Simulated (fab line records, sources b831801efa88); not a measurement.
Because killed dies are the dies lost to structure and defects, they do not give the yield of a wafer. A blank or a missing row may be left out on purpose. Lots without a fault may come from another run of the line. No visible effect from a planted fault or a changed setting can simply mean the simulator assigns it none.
Commonality check across tools || flow sky130 || Sampled: 13 lots, 45 wafers

## WHY THIS WAS OPENED
Of 13 lots, 2 have the reading VT_ADJUST_HVTP_TW flagged at SKY_VT_ADJUST_HVTP_TW_MEAS_11. Wafers without a fault read 1360, standard deviation 7.6.
Rule: a lot gets a flag if all its wafers with a number sit over 4 standard deviations from that mean, or if no wafer of it has a number. The other lots count as sound.

{"lot": "L625", "measured": "day 6 05:29", "on": "film metro-04", "VT_ADJUST_HVTP_TW, wafer by wafer": "1373 1373 1374", "flag": ""}
{"lot": "L626", "measured": "day 6 11:17", "on": "film metro-02", "VT_ADJUST_HVTP_TW, wafer by wafer": "1358 1353 1359", "flag": ""}
{"lot": "L627", "measured": "day 7 03:40", "on": "film metro-01", "VT_ADJUST_HVTP_TW, wafer by wafer": "1358 1368 1365", "flag": ""}
{"lot": "L628", "measured": "day 7 04:18", "on": "film metro-02", "VT_ADJUST_HVTP_TW, wafer by wafer": "1346 1355 1360", "flag": ""}
{"lot": "L635", "measured": "day 8 19:14", "on": "film metro-02", "VT_ADJUST_HVTP_TW, wafer by wafer": "1422 1422 1423 1426 1423 1433", "flag": "FLAGGED"}
{"lot": "L636", "measured": "day 8 23:32", "on": "film metro-01", "VT_ADJUST_HVTP_TW, wafer by wafer": "1427 1434 1427 1423 1426 1417", "flag": "FLAGGED"}
{"lot": "L639", "measured": "day 9 18:19", "on": "film metro-04", "VT_ADJUST_HVTP_TW, wafer by wafer": "1357 1361 1362", "flag": ""}
{"lot": "L640", "measured": "day 10 03:38", "on": "film metro-04", "VT_ADJUST_HVTP_TW, wafer by wafer": "1366 1359 1361", "flag": ""}
{"lot": "L642", "measured": "day 10 17:59", "on": "film metro-02", "VT_ADJUST_HVTP_TW, wafer by wafer": "1362 1369 1371", "flag": ""}
{"lot": "L643", "measured": "day 10 21:02", "on": "film metro-04", "VT_ADJUST_HVTP_TW, wafer by wafer": "1373 1367 1367", "flag": ""}
{"lot": "L646", "measured": "day 11 15:20", "on": "film metro-02", "VT_ADJUST_HVTP_TW, wafer by wafer": "1362 1359 1361", "flag": ""}
{"lot": "L647", "measured": "day 11 22:44", "on": "film metro-01", "VT_ADJUST_HVTP_TW, wafer by wafer": "1350 1352 1348", "flag": ""}
{"lot": "L648", "measured": "day 12 05:13", "on": "film metro-02", "VT_ADJUST_HVTP_TW, wafer by wafer": "1369 1373 1373", "flag": ""}
The mean of the flagged lots' numbers is 1425, +65 from the usual (+9 standard deviations).

## LOT BY LOT: THE TOOL USED
The record keeps 1 process step preceding the reading, out of 708 steps on the route. Cell contents, in order: the tool; ch with the chambers the sampled wafers went through; the start.
{"lot": "L625", "flag": "", "SKY_VT_ADJUST_HVTP_IMPLANT_09": "implanter-04 ch 0, day 6 05:14"}
{"lot": "L626", "flag": "", "SKY_VT_ADJUST_HVTP_IMPLANT_09": "implanter-03 ch 0, day 6 11:02"}
{"lot": "L627", "flag": "", "SKY_VT_ADJUST_HVTP_IMPLANT_09": "implanter-03 ch 0, day 7 03:25"}
{"lot": "L628", "flag": "", "SKY_VT_ADJUST_HVTP_IMPLANT_09": "implanter-03 ch 0, day 7 04:05"}
{"lot": "L635", "flag": "FLAGGED", "SKY_VT_ADJUST_HVTP_IMPLANT_09": "implanter-04 ch 0, day 8 18:59"}
{"lot": "L636", "flag": "FLAGGED", "SKY_VT_ADJUST_HVTP_IMPLANT_09": "implanter-04 ch 0, day 8 23:17"}
{"lot": "L639", "flag": "", "SKY_VT_ADJUST_HVTP_IMPLANT_09": "implanter-02 ch 0, day 9 18:07"}
{"lot": "L640", "flag": "", "SKY_VT_ADJUST_HVTP_IMPLANT_09": "implanter-03 ch 0, day 10 03:23"}
{"lot": "L642", "flag": "", "SKY_VT_ADJUST_HVTP_IMPLANT_09": "implanter-02 ch 0, day 10 17:45"}
{"lot": "L643", "flag": "", "SKY_VT_ADJUST_HVTP_IMPLANT_09": "implanter-02 ch 0, day 10 20:48"}
{"lot": "L646", "flag": "", "SKY_VT_ADJUST_HVTP_IMPLANT_09": "implanter-03 ch 0, day 11 15:05"}
{"lot": "L647", "flag": "", "SKY_VT_ADJUST_HVTP_IMPLANT_09": "implanter-04 ch 0, day 11 22:29"}
{"lot": "L648", "flag": "", "SKY_VT_ADJUST_HVTP_IMPLANT_09": "implanter-04 ch 0, day 12 05:01"}
These steps, and what they do:
- SKY_VT_ADJUST_HVTP_IMPLANT_09
- SKY_VT_ADJUST_HVTP_TW_MEAS_11

## FLAGGED AGAINST TOTAL, ONE TOOL AT A TIME (gauges that did the reading follow at the end)
{"step": "SKY_VT_ADJUST_HVTP_IMPLANT_09", "tool": "implanter-02", "lots run": 3, "flagged": 0, "share of the flagged lots": "none", "sound lots run after its first flagged lot": "-"}
{"step": "SKY_VT_ADJUST_HVTP_IMPLANT_09", "tool": "implanter-03", "lots run": 5, "flagged": 0, "share of the flagged lots": "none", "sound lots run after its first flagged lot": "-"}
{"step": "SKY_VT_ADJUST_HVTP_IMPLANT_09", "tool": "implanter-04", "lots run": 5, "flagged": 2, "share of the flagged lots": "all", "sound lots run after its first flagged lot": "2 (L647,L648)"}
{"step": "SKY_VT_ADJUST_HVTP_TW_MEAS_11", "tool": "film metro-01", "lots run": 3, "flagged": 1, "share of the flagged lots": "some", "sound lots run after its first flagged lot": "1 (L647)"}
{"step": "SKY_VT_ADJUST_HVTP_TW_MEAS_11", "tool": "film metro-02", "lots run": 6, "flagged": 1, "share of the flagged lots": "some", "sound lots run after its first flagged lot": "3 (L642,L646,L648)"}
{"step": "SKY_VT_ADJUST_HVTP_TW_MEAS_11", "tool": "film metro-04", "lots run": 4, "flagged": 0, "share of the flagged lots": "none", "sound lots run after its first flagged lot": "-"}

## WHAT IS ALLOWED BY THE TABLE
Rows of the table that ran each flagged lot: 1, that is implanter-04 at SKY_VT_ADJUST_HVTP_IMPLANT_09.
- implanter-04 at SKY_VT_ADJUST_HVTP_IMPLANT_09 ran 5 lots, 2 of them flagged. Sound lots followed the first flagged one (L647, L648) on it, something a lasting fault affecting the whole tool could not allow. Its own readings lie more than 4 standard deviations out on every wafer of the flagged lots: dose ions cm2, faraday current uA.
None of the table's rows ran every flagged lot and, after the first, no sound lot.

## WHAT HAD BEEN PUT IN BY THE SIMULATOR
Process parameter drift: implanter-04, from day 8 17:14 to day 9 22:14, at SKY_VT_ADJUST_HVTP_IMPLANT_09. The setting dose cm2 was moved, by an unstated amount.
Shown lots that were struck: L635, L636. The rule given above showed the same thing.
